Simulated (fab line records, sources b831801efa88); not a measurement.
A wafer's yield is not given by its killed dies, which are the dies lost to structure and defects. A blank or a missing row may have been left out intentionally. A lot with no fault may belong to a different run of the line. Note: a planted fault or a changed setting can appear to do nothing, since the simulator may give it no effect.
Problem report, 8D (eight disciplines) form, completed by code	flow sky130	the parts of the form that need people (team, actions taken, sign-off) are left out

1. WHAT IS WRONG
Across 6 wafers from 2 lots, LI_CONTACT_HDPCVD_THK at SKY_LI_CONTACT_THK_MEAS_01 averages 1184 nm, while fault-free wafers read 936 nm with a standard deviation of 9.2. That puts it +27 standard deviations away from the usual mean.
The first sign was on wafer L485.1 at day 30 19:35, on film-metro-02. At this step, 36 wafers from 12 lots have a number in the record. The rule behind "out" and "out of limits": a value lying over 4 standard deviations away from the usual mean. Any other wafer with a number is counted as sound.

2. WHAT THIS IS AND IS NOT
question	is	is not
which readings at this step	LI_CONTACT_HDPCVD_THK	-
which lots	L485, L487	L478, L480, L482, L483, L493, L494, L496, L497, L499, L501
which wafers of those lots	all that have a number	-
read on which gauges	film-metro-02, film-metro-03	film-metro-01
when	from day 30 19:35	up to then (12 sound wafers); but 18 sound wafers of L493, L494, L496, L497, L499, L501 came after

3. THE SUSPECTS, EACH WITH WHAT RULES IT OUT
Counting: a tool at any process step up to the reading remains a suspect when it ran all the lots that are out and ran no sound lot after the first of those.
- the gauge at SKY_LI_CONTACT_THK_MEAS_01: ruled out. Those wafers that are out were read across 2 gauges (film-metro-02, film-metro-03).
- hdpcvd-01 at SKY_LI_CONTACT_HDPCVD_00 (deposits PSG, target thk 930 nm, time 155 s): ruled out as a lasting fault. The sound lots L494, L499, L501 went through it after L485, its earliest lot that is out (day 30 19:29).
Left after counting: nothing in the record.

4. THE CAUSE (what the simulator had put in)
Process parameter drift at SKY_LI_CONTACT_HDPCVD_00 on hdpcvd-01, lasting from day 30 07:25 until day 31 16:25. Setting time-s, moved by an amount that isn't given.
It was ruled out by counting, in error; the rule expects a fault to strike all lots run on its tool from its start on, and this fault did not.

5. THE CHAIN OF EFFECTS, in route order
Each row: a reading where the mean over the struck wafers with a number is more than 3 standard deviations away from the usual. Only readings whose record carries a usual standard deviation are examined. hours: median over the lots of the time between each lot's start at the first step of this table that gives one and its start at this step. sigmas: the change, counted in usual standard deviations.
hours	step	reading	usual	on struck wafers	change	sigmas
0	SKY_LI_CONTACT_HDPCVD_00	run-length-s	182.7 s	223.1	+40.4	+92
0	SKY_LI_CONTACT_THK_MEAS_01	LI_CONTACT_HDPCVD_THK	936 nm	1184	+248	+27
0	SKY_LI_CONTACT_CMP_02	time-to-endpoint-s	34 s	59	+25	+8.1
Its process steps:
- SKY_LI_CONTACT_HDPCVD_00: deposits PSG, target thk 930 nm, time 155 s.
- SKY_LI_CONTACT_CMP_02: polishes PSG.

6. HOW IT WOULD HAVE BEEN CAUGHT EARLIER
In this record the first reading out of limits at a measuring or inspecting step was taken at day 30 19:35, 12 hours after the fault began at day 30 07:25.
Tool's own readings at SKY_LI_CONTACT_HDPCVD_00, run-length-s: out on all struck wafers the step has rows for; an alarm limit on them would have tripped on the first.
